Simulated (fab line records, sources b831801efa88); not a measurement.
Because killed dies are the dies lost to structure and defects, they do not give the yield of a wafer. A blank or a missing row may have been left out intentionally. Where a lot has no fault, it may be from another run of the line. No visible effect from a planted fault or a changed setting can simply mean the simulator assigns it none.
Problem report, 8D (eight disciplines) form, completed by code / flow gf180mcu / the parts of the form that need people (team, actions taken, sign-off) are left out

## 1. WHAT IS WRONG
Mean NWELL_TW at GF_NWELL_TW_MEAS_11: 1475 over 6 wafers in 2 lots; fault-free wafers: 1579, standard deviation 13. That is -8.0 standard deviations from the usual mean.
First observed at day 5 13:27: wafer L194.4, on film metro-03. At this step, 39 wafers from 13 lots have a number in the record. By rule, "out" or "out of limits" means more than 4 standard deviations away from the usual mean. Any other wafer with a number is counted as sound.

## 2. WHAT IT IS, AND WHAT IT ISN'T
question=which readings at this step | is=NWELL_TW | is not=-
question=which lots | is=L194, L195 | is not=L184, L186, L187, L189, L190, L191, L192, L193, L204, L205, L206
question=which wafers of those lots | is=all that have a number | is not=-
question=read on which gauges | is=film metro-01, film metro-03 | is not=film metro-04
question=when | is=from day 5 13:27 | is not=up to then (24 sound wafers); but 9 sound wafers of L204, L205, L206 came after

## 3. WHAT RULES OUT EACH SUSPECT
Counting: a tool at a process step up to the reading stays a suspect if it ran every lot that is out and no sound lot after the first of them.
- the gauge at GF_NWELL_TW_MEAS_11 is ruled out. The wafers that are out were read on 2 gauges (film metro-01, film metro-03).
- implanter-03 at GF_NWELL_IMPLANT_08: kept. All lots that are out passed through it, beginning with L194 at day 5 13:05, and no sound lot followed; its final sound lot before that point was L193 at day 5 06:55. Its own dose ions cm2, faraday current uA readings are out on those wafers.
Left after counting: implanter-03 at GF_NWELL_IMPLANT_08.

## 4. THE CAUSE (what the simulator had put in)
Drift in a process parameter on implanter-03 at GF_NWELL_IMPLANT_08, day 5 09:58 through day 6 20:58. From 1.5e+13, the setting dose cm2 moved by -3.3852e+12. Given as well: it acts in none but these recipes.
Counting left only this tool.

## 5. THE EFFECT CHAIN, in route order
Rows list readings where the struck wafers' mean (over those with a number) sits beyond 3 standard deviations from the usual. Only readings for which the record gives a usual standard deviation are gone through. hours: the time from each lot's start at the first step in this table that gives one to its start at this step, as a median over the lots. sigmas: the change in usual standard deviations.
hours=0; step=GF_NWELL_IMPLANT_08; reading=dose ions cm2; usual=1.5001e+13; on struck wafers=1.1612e+13; change=-3.3890e+12; sigmas=-99 or more
hours=0; step=GF_NWELL_IMPLANT_08; reading=faraday current uA; usual=84.5; on struck wafers=65.3; change=-19.2; sigmas=-12
hours=0; step=GF_NWELL_TW_MEAS_11; reading=NWELL_TW; usual=1579; on struck wafers=1475; change=-104; sigmas=-8.0
hours=110; step=GF_VT_IMPLANT_RS_MEAS_47; reading=NWELL_RS; usual=486.6 ohm/sq; on struck wafers=559.0; change=+72.4; sigmas=+66
It contains these process steps:
- GF_NWELL_IMPLANT_08
At these later measuring or inspecting steps, every struck wafer for which the step has a row has a number for every such reading, and none has moved that far: GF_MVSD_OVL_MEAS_07, GF_MVSD_TW_MEAS_11, GF_VT_IMPLANT_OVL_MEAS_29.

## 6. HOW IT WOULD HAVE BEEN CAUGHT EARLIER
3 hours passed between the start of the fault at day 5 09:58 and the first reading out of limits at a measuring or inspecting step in this record, taken at day 5 13:27.
The tool's own readings at GF_NWELL_IMPLANT_08 were out on every struck wafer that the step has a row for (dose ions cm2, faraday current uA): an alarm limit on them would have fired on the first of those.
Among the 2 lots that are out, L195 began GF_NWELL_IMPLANT_08 on implanter-03 after day 5 13:27. A tool hold placed at that time would have kept it from harm.
